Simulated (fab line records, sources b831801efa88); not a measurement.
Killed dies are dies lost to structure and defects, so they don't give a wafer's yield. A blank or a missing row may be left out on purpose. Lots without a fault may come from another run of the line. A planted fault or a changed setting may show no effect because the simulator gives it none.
Which tool did it? | flow sky130 | 12 lots, 34 wafers sampled, at 5 steps of a route of 708

WHAT THE GAUGES READ, wafer by wafer
The record holds no reading of a measuring or inspecting step that can be judged against a usual standard deviation.

WHICH TOOL RAN EACH LOT (tool, then ch and the chambers of the sampled wafers, then the start)
lot  | SKY_METAL5_SPUTTER_00        | SKY_METAL5_SPUTTER_01        | SKY_METAL5_DESCUM_14              | SKY_METAL5_STRIP_16                  | SKY_PAD_OPEN_PROBE_99
L755 | pvd_sputter-03, day 42 20:47 | pvd_sputter-03, day 42 20:49 | rie_metal-02 ch 0,1, day 43 19:28 | plasma_asher-03 ch 0,1, day 43 19:49 | -
L757 | pvd_sputter-03, day 43 12:30 | pvd_sputter-03, day 43 12:32 | rie_metal-01 ch 0,1, day 44 10:48 | plasma_asher-04 ch 0,1, day 44 11:05 | -
L758 | pvd_sputter-03, day 44 03:20 | pvd_sputter-03, day 44 03:22 | rie_metal-01 ch 1, day 45 01:07   | plasma_asher-03 ch 0, day 45 01:23   | prober-02, day 46 22:55
L765 | pvd_sputter-01, day 45 15:07 | pvd_sputter-01, day 45 15:08 | rie_metal-02 ch 0,1, day 46 12:14 | plasma_asher-04 ch 0,1, day 46 12:31 | -
L764 | pvd_sputter-01, day 45 19:36 | pvd_sputter-01, day 45 19:37 | rie_metal-02 ch 0,1, day 46 16:29 | plasma_asher-03 ch 0,1, day 46 16:46 | -
L772 | pvd_sputter-02, day 47 09:23 | pvd_sputter-02, day 47 09:24 | rie_metal-03 ch 0,1, day 48 04:41 | plasma_asher-03 ch 1, day 48 04:58   | prober-02, day 49 20:23
L773 | pvd_sputter-01, day 47 16:16 | pvd_sputter-01, day 47 16:17 | rie_metal-01 ch 0,1, day 48 11:17 | plasma_asher-01 ch 0,1, day 48 11:34 | -
L775 | pvd_sputter-02, day 48 00:29 | pvd_sputter-02, day 48 00:30 | rie_metal-02 ch 0,1, day 48 19:01 | plasma_asher-04 ch 0,1, day 48 19:22 | prober-02, day 50 08:26
L774 | pvd_sputter-01, day 48 03:57 | pvd_sputter-01, day 48 03:58 | rie_metal-01 ch 1, day 48 22:25   | plasma_asher-03 ch 0,1, day 48 22:57 | prober-01, day 50 11:40
L776 | pvd_sputter-01, day 48 04:56 | pvd_sputter-01, day 48 04:57 | rie_metal-03 ch 0,1, day 48 23:52 | plasma_asher-04 ch 0,1, day 49 00:08 | -
L777 | pvd_sputter-01, day 48 09:56 | pvd_sputter-01, day 48 09:58 | rie_metal-02 ch 0,1, day 49 04:38 | plasma_asher-03 ch 0,1, day 49 05:00 | prober-01, day 50 18:11
L778 | pvd_sputter-02, day 48 13:35 | pvd_sputter-02, day 48 13:37 | rie_metal-02 ch 0,1, day 49 07:34 | plasma_asher-01 ch 0,1, day 49 07:55 | prober-02, day 50 21:00
- SKY_METAL5_SPUTTER_00: material Ti, target thk 15 nm, time 10 s.
- SKY_METAL5_SPUTTER_01: material TiN, target thk 20 nm, time 16.7 s.
- SKY_METAL5_DESCUM_14: chemistry O2, time 11 s.
- SKY_METAL5_STRIP_16: strips in O2/N2.
- SKY_PAD_OPEN_PROBE_99

WHAT THE TOOLS THEMSELVES READ (means of the sampled wafers that have a number; where no wafer has one, the mark that the record gives instead)
SKY_METAL5_SPUTTER_00.
lot  | tool           | chamber_pressure_pa (Pa) | throttle_valve_pct (%)
L755 | pvd_sputter-03 | 0.4005                   | 29.9
L757 | pvd_sputter-03 | 0.4001                   | 29.5
L758 | pvd_sputter-03 | 0.4334                   | 28.4
L765 | pvd_sputter-01 | 0.4000                   | 30.2
L764 | pvd_sputter-01 | 0.3999                   | 31.3
L772 | pvd_sputter-02 | 0.3998                   | 29.4
L773 | pvd_sputter-01 | 0.4002                   | 30.3
L775 | pvd_sputter-02 | 0.3992                   | 30.4
L774 | pvd_sputter-01 | 0.3997                   | 30.0
L776 | pvd_sputter-01 | 0.4002                   | 30.3
L777 | pvd_sputter-01 | 0.3998                   | 30.2
L778 | pvd_sputter-02 | 0.3994                   | 29.9

SKY_METAL5_SPUTTER_01.
lot  | tool           | chamber_pressure_pa (Pa) | throttle_valve_pct (%)
L755 | pvd_sputter-03 | 0.3992                   | 30.0
L757 | pvd_sputter-03 | 0.3998                   | 29.5
L758 | pvd_sputter-03 | 0.3992                   | 29.5
L765 | pvd_sputter-01 | 0.4002                   | 30.4
L764 | pvd_sputter-01 | 0.3989                   | 31.3
L772 | pvd_sputter-02 | 0.3995                   | 29.4
L773 | pvd_sputter-01 | 0.3998                   | 30.2
L775 | pvd_sputter-02 | 0.4006                   | 30.4
L774 | pvd_sputter-01 | 0.4007                   | 30.3
L776 | pvd_sputter-01 | 0.4001                   | 30.5
L777 | pvd_sputter-01 | 0.4008                   | 30.1
L778 | pvd_sputter-02 | 0.3991                   | 29.8

SKY_METAL5_DESCUM_14.
lot  | tool         | drypump_motor_current_A (A) | he_backside_leak_sccm (sccm) | oes_product_au (a.u.)
L755 | rie_metal-02 | 5.3                         | 3.3                          | 0.989
L757 | rie_metal-01 | 6.0                         | 3.1                          | 1.014
L758 | rie_metal-01 | 5.7                         | 3.3                          | 0.989
L765 | rie_metal-02 | 5.2                         | 3.4                          | 0.982
L764 | rie_metal-02 | 5.2                         | 3.3                          | 0.992
L772 | rie_metal-03 | 5.7                         | 3.4                          | 0.993
L773 | rie_metal-01 | 5.8                         | 4.4                          | 0.989
L775 | rie_metal-02 | 5.2                         | 3.3                          | 0.993
L774 | rie_metal-01 | 5.7                         | 3.1                          | 0.996
L776 | rie_metal-03 | 5.7                         | 3.4                          | 0.994
L777 | rie_metal-02 | 5.4                         | 3.2                          | 0.991
L778 | rie_metal-02 | 5.2                         | 3.3                          | 0.989

SKY_METAL5_STRIP_16.
lot  | tool            | drypump_motor_current_A (A) | oes_product_au (a.u.) | strip_time_to_endpoint_s (s)
L755 | plasma_asher-03 | 5.84                        | 0.709                 | 13.21
L757 | plasma_asher-04 | 6.00                        | 0.713                 | 12.89
L758 | plasma_asher-03 | 5.67                        | 0.702                 | 13.23
L765 | plasma_asher-04 | 5.98                        | 0.712                 | 13.25
L764 | plasma_asher-03 | 5.82                        | 0.706                 | 13.18
L772 | plasma_asher-03 | 6.15                        | 0.710                 | 13.08
L773 | plasma_asher-01 | 5.86                        | 0.704                 | 13.20
L775 | plasma_asher-04 | 6.00                        | 0.708                 | 13.08
L774 | plasma_asher-03 | 5.99                        | 0.710                 | 13.24
L776 | plasma_asher-04 | 5.95                        | 0.708                 | 13.13
L777 | plasma_asher-03 | 5.98                        | 0.709                 | 13.17
L778 | plasma_asher-01 | 6.09                        | 0.709                 | 13.29

SKY_PAD_OPEN_PROBE_99.
lot  | tool      | defect_limited_yield (%) | killed_at_M0_to_M3 | killed_at_M4_up | killed_at_contacts | killed_at_front_end | killed_at_other | killed_dies | killed_open | killed_short | sort_bin_3_pad_short (%) | sort_bin_5_function (%) | sort_bin_6_memory (%) | sort_n_pass | sort_yield_pct (%)
L758 | prober-02 | 86.2                     | 43                 | 2.0             | 17                 | 6                   | 0.0             | 68          | 35          | 32           | 0.6                      | 7.3                     | 5.9                   | 424         | 86.2
L772 | prober-02 | 82.0                     | 44                 | 3.7             | 24                 | 16                  | 0.7             | 89          | 50          | 39           | 1.3                      | 9.8                     | 7.0                   | 403         | 82.0
L775 | prober-02 | 81.2                     | 46                 | 4.7             | 26                 | 15                  | 0.0             | 92          | 55          | 37           | 0.8                      | 10.8                    | 7.2                   | 400         | 81.2
L774 | prober-01 | 82.2                     | 37                 | 4.3             | 30                 | 16                  | 0.0             | 87          | 50          | 37           | 0.5                      | 10.2                    | 7.0                   | 405         | 82.2
L777 | prober-01 | 86.0                     | 39                 | 3.0             | 14                 | 13                  | 0.3             | 69          | 37          | 32           | 0.4                      | 8.2                     | 5.4                   | 423         | 86.0
L778 | prober-02 | 83.6                     | 37                 | 3.3             | 22                 | 17                  | 0.3             | 80          | 42          | 37           | 0.9                      | 9.9                     | 5.6                   | 412         | 83.6

THE ANSWER, worked out from the rows above alone
Rule: what is usual is taken from the lots themselves. Put in order of their means at a reading, lots are off if they are a third of the lots or fewer, leave a main group of 4 or more, and stand apart from it by a gap of 3 or more times the standard deviation of the main group's means; of several such gaps the widest counts. A main group whose means are all the same, to the digits that the tables above print for the reading, isn't used. A lot without any number at a reading at which 4 lots or more have one is off too. The other lots that the step has rows for count as sound. The gauges are gone through in route order, then the tools' own readings, and for those a lot's mean is taken as printed above. The first step at which some lot is off is used, and at that step the reading that is off furthest; a lot without a number counts as furthest.
Off: L758, at SKY_METAL5_SPUTTER_00 (chamber_pressure_pa). The main group: mean 0.3999 Pa, standard deviation 0.00036.
A tool fits if, at that step or a process step before it, it ran every lot that is off, and no sound lot after the first of them. One fits: pvd_sputter-03 at SKY_METAL5_SPUTTER_00. Its last sound lot is L757 (day 43 12:30), its first lot that is off L758 (day 44 03:20): a fault that began between those two fits.
The tool's own readings at SKY_METAL5_SPUTTER_00 bear it out: on the lots that are off they differ by more than 5 times the standard deviation of the sound lots' means. chamber_pressure_pa reads 0.4334 Pa there against 0.3999 Pa on the sound lots.

WHAT THE SIMULATOR HAD PUT IN
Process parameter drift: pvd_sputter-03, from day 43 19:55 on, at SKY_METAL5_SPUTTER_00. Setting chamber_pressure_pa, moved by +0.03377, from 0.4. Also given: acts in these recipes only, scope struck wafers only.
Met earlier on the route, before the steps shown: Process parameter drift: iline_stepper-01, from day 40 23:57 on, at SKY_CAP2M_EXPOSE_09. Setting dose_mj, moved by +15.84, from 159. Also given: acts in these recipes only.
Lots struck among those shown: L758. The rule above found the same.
